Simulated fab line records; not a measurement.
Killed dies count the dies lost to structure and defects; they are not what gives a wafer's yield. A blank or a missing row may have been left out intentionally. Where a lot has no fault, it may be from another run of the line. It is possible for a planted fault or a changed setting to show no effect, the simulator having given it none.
Chamber matching ; flow gf180mcu ; pecvd-01 running GF_V5_CVD_02: 3 sister chambers
The step deposits SiO2 from TEOS, target thk 1450 nm, time 163.28 s. 6 wafers are shown with their chamber, then 8 later ones without.

## WAFERS, EACH WITH ITS CHAMBER
wafer;chamber;heater power w (W)
L084.5;0;639
L086.3;2;617
L090.1;1;693
L090.3;2;585
L090.5;1;583
L092.1;0;778

## WAFERS WHOSE CHAMBER IS MISSING
wafer;heater power w (W)
L092.3;616
L092.4;625
L096.2;666
L096.3;793
L096.4;637
L097.1;603
L097.4;644
L097.6;586

## EACH ONE'S CHAMBER
wafer;from the rows above;in truth
L092.3;can't be placed: 2 or 1 or 0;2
L092.4;can't be placed: 1 or 2 or 0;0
L096.2;can't be placed: 1 or 0 or 2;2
L096.3;can't be placed: 0 or 1 or 2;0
L096.4;can't be placed: 1 or 2 or 0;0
L097.1;can't be placed: 2 or 1 or 0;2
L097.4;can't be placed: 1 or 2 or 0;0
L097.6;can't be placed: 2 or 1 or 0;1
Correctly placed: 0 of 8. Can't be placed from these rows: 8 (the true chamber is among the candidates in 8). Wrongly placed: 0.
How it was worked out, from the rows above alone: a wafer's distance from a chamber is the root of the sum, over the readings, of the square of ((its reading less the chamber's mean) divided by the reading's scatter). If the next closest chamber is less than 2 further off than the closest, the wafer can't be placed; otherwise it belongs to the closest. The mean given for a chamber averages the wafers shown for that chamber. The scatter: the root of (the sum of the squares of (reading less its chamber's mean) over the shown wafers, divided by (wafers less chambers)).
